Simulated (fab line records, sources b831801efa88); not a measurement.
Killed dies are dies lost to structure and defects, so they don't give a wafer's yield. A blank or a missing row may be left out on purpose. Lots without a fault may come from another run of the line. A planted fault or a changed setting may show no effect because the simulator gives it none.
fab line records | flow sky130
record lots=6 wafers=18 last_day=49
route steps=708 shown METAL4@623 PAD_OPEN@708
lots that met no fault: from a run of the same line without faults
start_h: hours from the record's first day to the start of the lot's first wafer shown | wait_h: hours since the lot's step before | " the same as in the row above | L1.1+2: a row that stands for several wafers | - no value, or no start given | * or withheld: withheld | < > ~ a bound
route shown NAME@n: a module of which the file shows steps, and the number in the route of the first | usual: mean/standard deviation of fault-free wafers | same: alike in all rows | chamber/n: place in a boat | sites: the reading at each site | _std_site: their standard deviation | _edge_site: outer sites' mean less inner sites' | radius_mm: how far each site lies from the wafer's centre | mask NAME#n: copy n | behind: the tool/chamber that last shaped the wafer | hold: why the lot was held/for how many hours/how that ended | device: the transistor (n, p or np) that didn't switch | end of line: the same wafers' tests at the end of the route | a step without rows: its recipe alone | killed: dies lost to structure and defects at the first sort, not the wafer's yield | map: a wafer's dies, x killed, . not, _ none there
set.NAME: the setting as run; set.NAME@STEP: as run at that earlier step | model.NAME: the simulator's own value behind a step, which no gauge read
lots at some steps of the route; a table a step, a row a wafer
services: from which hour (start_h, from the record's first day; less than 0 if before it) a tool's chamber was out of use, for how many hours, and why
## steps
# step SKY_METAL4_COAT_07
# recipe resist=BARC temp_c=withheld time_s=withheld spin_rpm=3000 resist_thk_nm=60
# step SKY_METAL4_COAT_08
# recipe resist=KrF-thick spin_rpm=3000 resist_thk_nm=1140
# step SKY_METAL4_SOFTBAKE_09
# recipe temp_c=100 time_s=90 resist=KrF-thick
# step SKY_METAL4_EXPOSE_10
# recipe mask_id=MM4 na=0.68 source_shape=annular sigma_inner=0.4 sigma_outer=0.8 target_cd_nm=300 dose_mj=28
# step SKY_METAL4_PEB_11
# recipe peb_temp_c=withheld peb_time_s=withheld resist=KrF-thick
# step SKY_METAL4_DEVELOP_12
# recipe develop_time_s=60 resist=KrF-thick dev_temp_c=20.29
# step SKY_METAL4_CD_MEAS_13
# recipe target_cd_nm=300
# usual cd_nm=300.4/1.5
# columns lot.wafer tool chamber start_h wait_h cd_nm
L274.1 cd_sem-01 - 1027.83 - 300.4
L274.3 " - " " 301.6
L274.6 " - " " 301.6
L279.1 cd_sem-02 - 1059.71 - 300.8
L279.5 " - " " 299.3
L279.6 " - " " 301.8
L284.1 cd_sem-01 - 1094.33 - 299.6
L284.4 " - " " 299.6
L284.6 " - " " 298.8
L285.2 cd_sem-01 - 1094.91 - 301.5
L285.4 " - " " 303.1
L285.6 " - " " 301.0
L286.2 cd_sem-02 - 1095.96 - 301.3
L286.3 " - " " 302.6
L286.4 " - " " 299.7
L287.2 cd_sem-01 - 1102.95 - 296.5
L287.5 " - " " 297.9
L287.6 " - " " 296.9
# step SKY_METAL4_OVL_MEAS_14
# usual METAL4_OVL=2/5.7
# columns lot.wafer tool chamber start_h wait_h METAL4_OVL[nm]
L274.1 overlay-02 - 1027.95 0.1 -1
L274.3 " - " " -9
L274.6 " - " " -3
L279.1 overlay-01 - 1059.83 0.1 -1
L279.5 " - " " -3
L279.6 " - " " 7
L284.1 overlay-02 - 1094.45 0.1 6
L284.4 " - " " 3
L284.6 " - " " 1
L285.2 overlay-01 - 1095.01 0.1 6
L285.4 " - " " 12
L285.6 " - " " 7
L286.2 overlay-02 - 1096.06 0.1 -8
L286.3 " - " " -11
L286.4 " - " " -6
L287.2 overlay-01 - 1103.06 0.1 -2
L287.5 " - " " -11
L287.6 " - " " -5
# step SKY_METAL4_DESCUM_15
# recipe chemistry=O2 source_power_w=150 bias_power_w=0 pressure_mtorr=10 temp_c=40 time_s=8
# usual chamber_pressure_mTorr=9.999/0.009 drypump_motor_current_A=6.0/0.34 oes_product_au=0.998/0.009
# same time_s=8
# columns lot.wafer tool chamber start_h wait_h chamber_pressure_mTorr drypump_motor_current_A oes_product_au rf_hours_counter_h
L274.1 rie_metal-02 0 1027.99 0.0 10.006 6.4 0.995 16
L274.3 " 0 " " 10.003 6.3 0.987 -
L274.6 " 1 " " 10.002 5.2 1.009 -
L279.1 rie_metal-01 1 1059.86 0.0 9.989 6.0 0.979 12
L279.5 " 1 " " 9.985 6.0 0.987 -
L279.6 " 0 " " 10.000 5.6 1.020 -
L284.1 rie_metal-01 1 1094.49 0.0 10.010 6.0 1.005 14
L284.4 " 1 " " 10.005 6.0 1.000 -
L284.6 " 1 " " 9.996 6.0 0.985 -
L285.2 rie_metal-02 0 1095.05 0.0 9.987 6.4 0.992 -
L285.4 " 0 " " 10.013 6.4 0.994 -
L285.6 " 0 " " 10.007 6.4 0.999 -
L286.2 rie_metal-04 0 1096.09 0.0 10.008 6.1 1.000 10
L286.3 " 1 " " 10.015 6.1 1.005 -
L286.4 " 0 " " 9.994 6.1 1.009 -
L287.2 rie_metal-04 0 1103.09 0.0 9.995 6.1 0.989 11
L287.5 " 1 " " 10.009 6.1 0.993 -
L287.6 " 0 " " 10.006 6.1 0.991 -
# step SKY_METAL4_ETCH_16
# recipe chemistry=N2/H2 target=BARC ion_energy_ev=200 bias_w=100 pressure_mtorr=30 n2_flow_sccm=100 h2_flow_sccm=200 icp_w=500 stop_on=SiO2 time_s=88.2 target_depth_a=600
# usual chamber_pressure_mTorr=30.000/0.027 drypump_motor_current_A=6.0/0.33 oes_product_au=0.625/0.0048 throttle_valve_pct=13.205/0.0091
# same time_s=88.2
# columns lot.wafer tool chamber start_h wait_h chamber_pressure_mTorr drypump_motor_current_A oes_product_au rf_hours_counter_h throttle_valve_pct
L274.1 rie_metal-02 0 1028.02 0.0 30.018 6.3 0.629 16 13.202
L274.3 " 0 " " 29.952 6.4 0.626 - 13.203
L274.6 " 1 " " 30.011 5.2 0.620 - 13.204
L279.1 rie_metal-01 1 1059.90 0.0 30.058 6.0 0.621 12 13.205
L279.5 " 1 " " 29.969 6.0 0.628 - 13.203
L279.6 " 0 " " 29.959 5.6 0.619 - 13.208
L284.1 rie_metal-01 1 1094.52 0.0 30.029 6.0 0.624 14 13.196
L284.4 " 1 " " 29.994 6.0 0.627 - 13.210
L284.6 " 1 " " 29.978 6.0 0.630 - 13.202
L285.2 rie_metal-02 0 1095.14 0.1 30.011 6.4 0.628 - 13.219
L285.4 " 0 " " 30.023 6.4 0.629 - 13.226
L285.6 " 0 " " 29.966 6.4 0.627 - 13.198
L286.2 rie_metal-04 0 1096.13 0.0 29.999 6.1 0.626 10 13.201
L286.3 " 1 " " 29.998 6.1 0.623 - 13.202
L286.4 " 0 " " 29.951 6.1 0.622 - 13.207
L287.2 rie_metal-04 0 1103.12 0.0 29.994 6.1 0.621 11 13.203
L287.5 " 1 " " 30.013 6.1 0.628 - 13.216
L287.6 " 0 " " 30.040 6.1 0.634 - 13.216
# step SKY_METAL4_ETCH_17
# recipe target=SiO2 stop_on=TiN chemistry=C4F8/O2/Ar source_w=1500 bias_w=1185 pressure_mtorr=40 c4f8_flow_sccm=withheld O2_flow_sccm=6 Ar_flow_sccm=300 time_s=3.9 target_depth_a=150
# usual chamber_pressure_mTorr=40.01/0.038 oes_product_au=0.758/0.0065
# same time_s=3.9
# columns lot.wafer tool chamber start_h wait_h chamber_pressure_mTorr oes_product_au rf_hours_counter_h
L274.1 rie_diel-04 1 1028.12 0.1 40.04 0.757 11
L274.3 " 3 " " 40.00 0.754 20
L274.6 " 0 " " 40.02 0.762 -
L279.1 rie_diel-03 3 1059.99 0.1 39.96 0.746 9
L279.5 " 0 " " 39.98 0.773 -
L279.6 " 1 " " 40.04 0.765 -
L284.1 rie_diel-03 1 1094.62 0.1 40.03 0.749 12
L284.4 " 3 " " 40.06 0.759 10
L284.6 " 0 " " 40.03 0.763 -
L285.2 rie_diel-03 3 1095.30 0.1 40.03 0.749 10
L285.4 " 0 " " 40.04 0.760 16
L285.6 " 1 " " 39.99 0.764 -
L286.2 rie_diel-02 0 1096.22 0.1 39.98 0.757 25
L286.3 " 3 " " 40.04 0.769 30
L286.4 " 1 " " 40.00 0.758 23
L287.2 rie_diel-04 2 1103.22 0.1 40.01 0.748 23
L287.5 " 1 " " 39.97 0.751 -
L287.6 " 3 " " 40.03 0.761 -
# step SKY_METAL4_METAL_ETCH_18
# recipe target_depth_a=8450 stop_on=SiO2 over_etch_frac=0.3 time_s=183.1 chemistry=Cl2/BCl3 resist_sidewall_deg=88 pressure_mtorr=10 icp_w=900 bias_w=48.5 Cl2_flow_sccm=60 bcl3_flow_sccm=30
# usual chamber_pressure_mTorr=10.000/0.0096 drypump_motor_current_A=5.9/0.34 oes_product_au=0.865/0.0059 throttle_valve_pct=22.264/0.009
# same time_s=183.1
# columns lot.wafer tool chamber start_h wait_h chamber_pressure_mTorr drypump_motor_current_A oes_product_au rf_hours_counter_h throttle_valve_pct
L274.1 rie_metal-01 0 1028.14 0.0 9.994 5.6 0.855 19 22.249
L274.3 " 1 " " 9.996 6.0 0.859 - 22.267
L274.6 " 1 " " 10.006 6.0 0.867 - 22.274
L279.1 rie_metal-02 1 1060.01 0.0 10.019 5.2 0.874 23 22.274
L279.5 " 0 " " 10.005 6.4 0.867 - 22.266
L279.6 " 1 " " 9.987 5.2 0.877 - 22.250
L284.1 rie_metal-04 0 1094.64 0.0 9.981 6.1 0.873 10 22.275
L284.4 " 1 " " 9.999 6.1 0.859 - 22.252
L284.6 " 0 " " 10.011 6.1 0.870 - 22.268
L285.2 rie_metal-01 0 1095.32 0.0 9.996 5.6 0.863 24 22.265
L285.4 " 0 " " 10.016 5.6 0.871 - 22.262
L285.6 " 1 " " 9.997 6.0 0.863 - 22.256
L286.2 rie_metal-01 0 1096.24 0.0 10.008 5.6 0.866 24 22.258
L286.3 " 0 " " 10.013 5.6 0.864 - 22.254
L286.4 " 1 " " 9.998 6.0 0.858 - 22.244
L287.2 rie_metal-02 0 1103.24 0.0 10.009 6.4 0.857 22 22.265
L287.5 " 0 " " 9.996 6.3 0.865 - 22.270
L287.6 " 1 " " 9.981 5.2 0.874 - 22.235
# step SKY_METAL4_STRIP_19
# recipe chemistry=O2/N2 power_w=1400 pressure_mtorr=1500 platen_temp_c=withheld o2_flow_sccm=3000 n2_flow_sccm=300 overash_fraction=0.5
# usual chamber_pressure_mTorr=1500.1/1.4 drypump_motor_current_A=5.5/0.4 oes_product_au=0.503/0.0062 overash_fraction=0.5/0 strip_time_to_endpoint_s=6.56/0.09
# columns lot.wafer tool chamber start_h wait_h chamber_pressure_mTorr drypump_motor_current_A oes_product_au overash_fraction rf_hours_counter_h strip_time_to_endpoint_s
L274.1 plasma_asher-03 0 1028.31 0.1 1501.5 5.8 0.497 0.5 63 6.48
L274.3 " 0 " " 1503.0 5.8 0.504 0.5 - 6.67
L274.6 " 0 " " 1500.0 5.8 0.506 0.5 - 6.67
L279.1 plasma_asher-01 0 1060.19 0.1 1498.7 5.3 0.493 0.5 89 6.43
L279.5 " 0 " " 1500.0 5.3 0.520 0.5 - 6.59
L279.6 " 1 " " 1501.3 5.8 0.489 0.5 - 6.37
L284.1 plasma_asher-03 1 1094.81 0.1 1500.3 5.9 0.508 0.5 69 6.59
L284.4 " 1 " " 1497.2 6.0 0.502 0.5 - 6.56
L284.6 " 0 " " 1501.4 5.8 0.503 0.7 - 6.57
L285.2 plasma_asher-01 1 1095.50 0.1 1502.6 5.8 0.493 0.5 93 6.46
L285.4 " 1 " " 1500.5 5.8 0.500 0.5 - 6.49
L285.6 " 1 " " 1500.1 5.8 0.501 0.5 - 6.64
L286.2 plasma_asher-03 1 1096.42 0.1 1502.5 6.0 0.503 0.5 69 6.48
L286.3 " 1 " " 1501.1 5.9 0.501 0.5 - 6.52
L286.4 " 0 " " 1498.5 5.8 0.509 0.7 - 6.67
L287.2 plasma_asher-02 1 1103.41 0.1 1499.9 5.0 0.505 0.5 36 6.55
L287.5 " 0 " " 1502.5 5.0 0.508 0.5 - 6.64
L287.6 " 1 " " 1497.7 4.9 0.504 0.5 - 6.68
# step SKY_METAL4_STRIP_20
# recipe chemistry=post_etch_residue_remover time_s=1200 temp_c=72.5
# step SKY_PAD_OPEN_PROBE_99
# usual defect_limited_yield=82.5/1.8 killed_at_M0_to_M3=43/6.5 killed_at_M4_up=3.1/1.8 killed_at_contacts=24/4.8 killed_at_front_end=15/4.7 killed_at_other=0.3/0.58 killed_dies=86/8.6 killed_open=47/6.7 killed_short=39/6.1 sort_bin_3_pad_short=0.8/0.38 sort_bin_5_function=10.4/1.3 sort_bin_6_memory=6.2/1.1 sort_n_pass=406/8.6 sort_yield_pct=82.5/1.8
# same gross_dies=492 killed_at_back_side=0 sort_bin_4_leakage[%]=0 sort_bin_8_speed[%]=0
# columns lot.wafer tool chamber start_h wait_h defect_limited_yield[%] killed_at_M0_to_M3 killed_at_M4_up killed_at_contacts killed_at_front_end killed_at_other killed_dies killed_open killed_short sort_bin_3_pad_short[%] sort_bin_5_function[%] sort_bin_6_memory[%] sort_n_pass sort_yield_pct[%]
L274.1 prober-02 - 1117.04 0.1 82.5 42 0 17 27 0 86 45 41 1.4 10.4 5.7 406 82.5
L274.3 prober-02 - 1117.14 0.2 83.1 48 0 22 13 0 83 55 28 0.6 10.0 6.3 409 83.1
L274.6 prober-02 - 1117.29 0.2 81.1 39 2 26 25 1 93 47 46 0.8 11.0 7.1 399 81.1
L279.1 prober-01 - 1145.41 0.1 84.6 28 1 22 25 0 76 39 37 0.6 9.6 5.3 416 84.6
L279.5 prober-01 - 1145.61 0.2 81.9 44 1 23 21 0 89 52 37 1.0 10.2 6.9 403 81.9
L279.6 prober-01 - 1145.66 0.2 79.1 48 2 25 28 0 103 62 41 0.8 12.6 7.5 389 79.1
L284.1 prober-01 - 1176.04 0.1 84.6 44 3 19 9 1 76 50 26 0.4 9.3 5.7 416 84.6
L284.4 prober-01 - 1176.19 0.2 81.1 45 5 23 19 1 93 48 45 1.0 10.0 7.9 399 81.1
L284.6 prober-01 - 1176.29 0.2 81.9 46 2 23 18 0 89 50 39 0.8 9.6 7.7 403 81.9
L285.2 prober-02 - 1177.05 0.1 84.3 40 3 24 10 0 77 43 34 0.6 10.2 4.9 415 84.3
L285.4 prober-02 - 1177.15 0.2 82.3 38 2 30 17 0 87 52 35 0.2 12.6 4.9 405 82.3
L285.6 prober-02 - 1177.25 0.2 82.9 43 6 25 9 1 84 36 48 0.6 10.4 6.1 408 82.9
L286.2 prober-01 - 1177.94 0.1 80.3 49 5 24 18 1 97 49 48 1.6 11.8 6.3 395 80.3
L286.3 prober-01 - 1177.99 0.2 81.3 51 4 25 12 0 92 50 42 1.0 11.0 6.7 400 81.3
L286.4 prober-01 - 1178.04 0.2 84.1 33 3 25 17 0 78 42 36 0.2 9.6 6.1 414 84.1
L287.2 prober-02 - 1183.77 0.1 79.9 44 7 36 11 1 99 61 38 1.4 12.0 6.7 393 79.9
L287.5 prober-02 - 1183.92 0.2 85.8 40 5 16 9 0 70 37 33 0.6 8.7 4.9 422 85.8
L287.6 prober-02 - 1183.97 0.2 82.3 52 2 22 11 0 87 46 41 1.0 10.6 6.1 405 82.3
# killed by level:class
L274.1 VIA2:geometric_particle:open=10 FIELD_ISO:geometric_particle:short=9 CONTACT:geometric_particle:short=7 FIELD_ISO:geometric_particle:open=6 VIA1:geometric_particle:open=6 POLY_GATE:geometric_particle:open=5 LI_CONTACT:geometric_particle:open=5 VIA3:geometric_particle:open=5
L274.3 CONTACT:geometric_particle:open=13 METAL1:geometric_particle:short=9 VIA2:geometric_particle:open=9 VIA1:geometric_particle:open=7 FIELD_ISO:geometric_particle:open=6 LI_CONTACT:geometric_particle:open=6 METAL1:geometric_particle:open=6 VIA2:geometric_particle:short=6
L274.6 VIA1:geometric_particle:open=10 CONTACT:geometric_particle:open=9 POLY_GATE:geometric_particle:short=8 FIELD_ISO:geometric_particle:open=6 CONTACT:geometric_particle:short=6 VIA1:geometric_particle:short=6 METAL2:geometric_particle:short=6 LI_CONTACT:geometric_particle:open=5
L279.1 CONTACT:geometric_particle:open=9 FIELD_ISO:geometric_particle:short=8 VIA1:geometric_particle:open=7 FIELD_ISO:geometric_particle:open=6 METAL1:geometric_particle:short=6 VIA3:geometric_particle:open=6 POLY_GATE:geometric_particle:short=5 LI_CONTACT:geometric_particle:open=4
L279.5 VIA1:geometric_particle:open=12 VIA3:geometric_particle:open=10 FIELD_ISO:geometric_particle:short=7 FIELD_ISO:geometric_particle:open=7 LI_CONTACT:geometric_particle:open=7 CONTACT:geometric_particle:open=6 CONTACT:geometric_particle:short=5 VIA3:geometric_particle:short=5
L279.6 VIA1:geometric_particle:open=12 CONTACT:geometric_particle:open=12 FIELD_ISO:geometric_particle:open=10 VIA1:geometric_particle:short=7 LI_CONTACT:geometric_particle:open=7 METAL2:geometric_particle:short=7 POLY_GATE:geometric_particle:open=6 FIELD_ISO:geometric_particle:short=5
L284.1 VIA3:geometric_particle:open=11 VIA1:geometric_particle:open=10 CONTACT:geometric_particle:open=8 VIA2:geometric_particle:open=7 LI_CONTACT:geometric_particle:open=6 VIA1:geometric_particle:short=4 POLY_GATE:geometric_particle:short=4 METAL1:geometric_particle:short=4
L284.4 VIA2:geometric_particle:open=10 CONTACT:geometric_particle:open=8 VIA3:geometric_particle:open=7 METAL2:geometric_particle:short=6 FIELD_ISO:geometric_particle:short=5 POLY_GATE:geometric_particle:short=5 METAL4:geometric_particle:short=5 VIA1:geometric_particle:open=5
L284.6 VIA1:geometric_particle:open=13 CONTACT:geometric_particle:open=9 METAL2:geometric_particle:short=6 VIA2:geometric_particle:open=6 VIA3:geometric_particle:open=6 VIA1:geometric_particle:short=5 FIELD_ISO:geometric_particle:open=4 POLY_GATE:geometric_particle:short=4
L285.2 VIA1:geometric_particle:open=16 CONTACT:geometric_particle:open=10 METAL2:geometric_particle:short=7 LOCAL_INTERCONNECT:geometric_particle:short=5 FIELD_ISO:geometric_particle:open=4 CONTACT:geometric_particle:short=4 METAL3:geometric_particle:short=4 VIA3:geometric_particle:open=4
L285.4 LI_CONTACT:geometric_particle:open=10 VIA1:geometric_particle:open=10 POLY_GATE:geometric_particle:open=7 LI_CONTACT:geometric_particle:short=6 CONTACT:geometric_particle:open=6 METAL1:geometric_particle:open=5 VIA2:geometric_particle:open=4 LOCAL_INTERCONNECT:geometric_particle:short=4
L285.6 METAL2:geometric_particle:short=9 CONTACT:geometric_particle:open=8 VIA3:geometric_particle:open=8 METAL1:geometric_particle:short=7 LI_CONTACT:geometric_particle:short=5 METAL4:geometric_particle:short=5 LOCAL_INTERCONNECT:geometric_particle:short=5 VIA1:geometric_particle:open=5
L286.2 VIA1:geometric_particle:open=10 CONTACT:geometric_particle:open=9 METAL1:geometric_particle:short=8 LI_CONTACT:geometric_particle:open=7 VIA3:geometric_particle:open=7 VIA3:geometric_particle:short=5 VIA2:geometric_particle:open=5 FIELD_ISO:geometric_particle:short=4
L286.3 VIA1:geometric_particle:open=12 METAL1:geometric_particle:short=11 LI_CONTACT:geometric_particle:open=9 CONTACT:geometric_particle:open=6 LOCAL_INTERCONNECT:geometric_particle:short=5 VIA2:geometric_particle:open=5 METAL3:geometric_particle:short=5 VIA3:geometric_particle:open=4
L286.4 CONTACT:geometric_particle:open=11 VIA1:geometric_particle:open=6 VIA2:geometric_particle:open=6 FIELD_ISO:geometric_particle:short=5 LI_CONTACT:geometric_particle:open=5 CONTACT:geometric_particle:short=5 POLY_GATE:geometric_particle:short=4 METAL1:geometric_particle:short=4
L287.2 VIA2:geometric_particle:open=14 LI_CONTACT:geometric_particle:open=11 CONTACT:geometric_particle:open=10 CONTACT:geometric_particle:short=7 METAL1:geometric_particle:short=6 VIA1:geometric_particle:open=6 VIA3:geometric_particle:open=5 FIELD_ISO:geometric_particle:open=4
L287.5 METAL1:geometric_particle:short=12 VIA1:geometric_particle:open=8 FIELD_ISO:geometric_particle:open=5 CONTACT:geometric_particle:open=5 LOCAL_INTERCONNECT:geometric_particle:short=4 VIA2:geometric_particle:open=4 METAL4:geometric_particle:short=4 LI_CONTACT:geometric_particle:open=3
L287.6 VIA1:geometric_particle:open=12 CONTACT:geometric_particle:open=8 METAL3:geometric_particle:short=6 VIA3:geometric_particle:open=6 LI_CONTACT:geometric_particle:open=5 VIA2:geometric_particle:open=5 CONTACT:geometric_particle:short=4 METAL2:geometric_particle:short=4
## services
# columns tool chamber start_h hours kind
plasma_asher-02 - 1008.19 2.8 pm
plasma_asher-01 - 1018.19 0.9 repair
rie_diel-03 0 1018.39 5.8 repair
rie_diel-03 - 1018.99 14.6 pm
rie_diel-04 - 1049.38 1.0 repair
rie_metal-02 - 1052.29 4.3 pm
rie_diel-04 0 1054.29 12.6 repair
rie_diel-02 1 1055.88 7.8 repair
rie_diel-04 1 1056.12 11.0 repair
plasma_asher-02 - 1063.33 0.8 repair
rie_metal-02 0 1072.14 4.6 repair
rie_diel-02 2 1077.08 1.3 repair
rie_metal-02 1 1082.11 - clean
rie_metal-02 1 1082.11 17.3 scheduled_down
rie_metal-02 1 1082.11 17.3 vent_cycle
rie_diel-04 0 1089.42 28.3 repair
## key
first_sign step=SKY_METAL4_STRIP_19 reading=overash_fraction direction=up sigmas=99+ usual=0.5 struck=0.7
effect none on later readings
met_at SKY_METAL4_STRIP_19
struck_wafers L284.6,L286.4
onset_between 1028.31 1094.81
fault kind=process_parameter_drift tool=plasma_asher-03 chamber=0 onset_h=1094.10 steps=SKY_METAL4_STRIP_19 channel=overash_fraction offset=0.2 shape=step end_h=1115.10 acts_in=these_recipes_only stated=0.5
